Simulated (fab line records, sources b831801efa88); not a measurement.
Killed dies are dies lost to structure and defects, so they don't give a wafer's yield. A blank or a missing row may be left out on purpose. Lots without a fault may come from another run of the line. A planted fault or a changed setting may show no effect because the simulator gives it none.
Split-lot experiment | flow gf180mcu | 5 lots, 23 wafers read, on a route of 602 steps

THE SPLIT
At GF_VT_IMPLANT_IMPLANT_30, the setting dose_cm2 was moved away from the recipe's 2.534e+12 on 5 of the 23 wafers read, by -8.1% to +9.3%. The other wafers ran this setting at the recipe's value.

FROM THE SPLIT TO THE READING: what the file shows between them, 1 step
- GF_VT_IMPLANT_STRIP_31: strips in O2/N2

THE READING
VT_IMPLANT_3_TW, at GF_VT_IMPLANT_TW_MEAS_32. Fault-free wafers of this fab line usually give 270.8, standard deviation 1.6.

wafer  | tool, chamber at the split | dose_cm2 as run | against the recipe | VT_IMPLANT_3_TW | against lot-mates on the recipe
L074.1 | implanter-01, 0            | 2.534e+12       | recipe             | 267.8           | -
L074.2 | implanter-01, 0            | 2.534e+12       | recipe             | 269.3           | -
L074.6 | implanter-01, 0            | 2.534e+12       | recipe             | 268.4           | -
L078.1 | implanter-03, 0            | 2.77e+12        | +9.3%              | 278.5           | +6.9
L078.2 | implanter-03, 0            | 2.534e+12       | recipe             | 271.3           | -
L078.4 | implanter-03, 0            | 2.534e+12       | recipe             | 270.6           | -
L078.5 | implanter-03, 0            | 2.77e+12        | +9.3%              | 278.3           | +6.7
L078.6 | implanter-03, 0            | 2.534e+12       | recipe             | 272.9           | -
L080.2 | implanter-03, 0            | 2.328e+12       | -8.1%              | 260.5           | -6.3
L080.3 | implanter-03, 0            | 2.328e+12       | -8.1%              | 261.1           | -5.7
L080.4 | implanter-03, 0            | 2.534e+12       | recipe             | 267.7           | -
L080.5 | implanter-03, 0            | 2.534e+12       | recipe             | 265.9           | -
L080.6 | implanter-03, 0            | 2.328e+12       | -8.1%              | 260.7           | -6.1
L081.1 | implanter-02, 0            | 2.534e+12       | recipe             | 271.0           | -
L081.3 | implanter-02, 0            | 2.534e+12       | recipe             | 271.7           | -
L081.4 | implanter-02, 0            | 2.534e+12       | recipe             | 271.5           | -
L081.5 | implanter-02, 0            | 2.534e+12       | recipe             | 271.1           | -
L081.6 | implanter-02, 0            | 2.534e+12       | recipe             | 272.0           | -
L085.1 | implanter-01, 0            | 2.534e+12       | recipe             | 271.2           | -
L085.2 | implanter-01, 0            | 2.534e+12       | recipe             | 271.1           | -
L085.3 | implanter-01, 0            | 2.534e+12       | recipe             | 272.0           | -
L085.4 | implanter-01, 0            | 2.534e+12       | recipe             | 270.4           | -
L085.6 | implanter-01, 0            | 2.534e+12       | recipe             | 270.1           | -

THE FIT
A straight line over all 23 wafers: VT_IMPLANT_3_TW changes by +1.03 for each +1% of dose_cm2; r = +0.93; the points scatter about the line by 1.7.
The same after taking each lot's own level away (the mean of its wafers on the recipe; 23 wafers): +0.736 for each +1%; r = +0.98; scatter 0.64.
On that fit, the largest move of dose_cm2 shifts the reading by 6.9.
The lots' own levels span 266.80 to 271.60, that is 3.0 times the standard deviation above.
So the lot-to-lot level changes the slope: the two fits differ.
Check: with one of the wafers moved furthest among these (+9.3%) left out of the fit, the line predicts +6.83 for it against its lot-mates. It came out at +6.9 against them.

OTHER SPLITS ON THESE WAFERS
These wafers also went through other splits before the reading. Each is held against what the fit with the lots' levels taken away leaves over:
other split on the same wafers | wafers away from the commonest value | r with VT_IMPLANT_3_TW (lot level and that fit taken away)
GF_STI_CVD_03 time_s           | 15                                   | +0.01
GF_STI_PEB_10 peb_temp_c       | 7                                    | -0.08
GF_STI_ETCH_14 time_s          | 6                                    | -0.19
GF_LVPWELL_COAT_02 spin_rpm    | 6                                    | -0.04
GF_LVPWELL_IMPLANT_08 dose_cm2 | 4                                    | +0.07
GF_MVPSD_IMPLANT_08 dose_cm2   | 10                                   | +0.00

THE FILE'S OWN FIT
VT_IMPLANT_3_TW changes by +0.734 for each +1% of dose_cm2, r = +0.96.
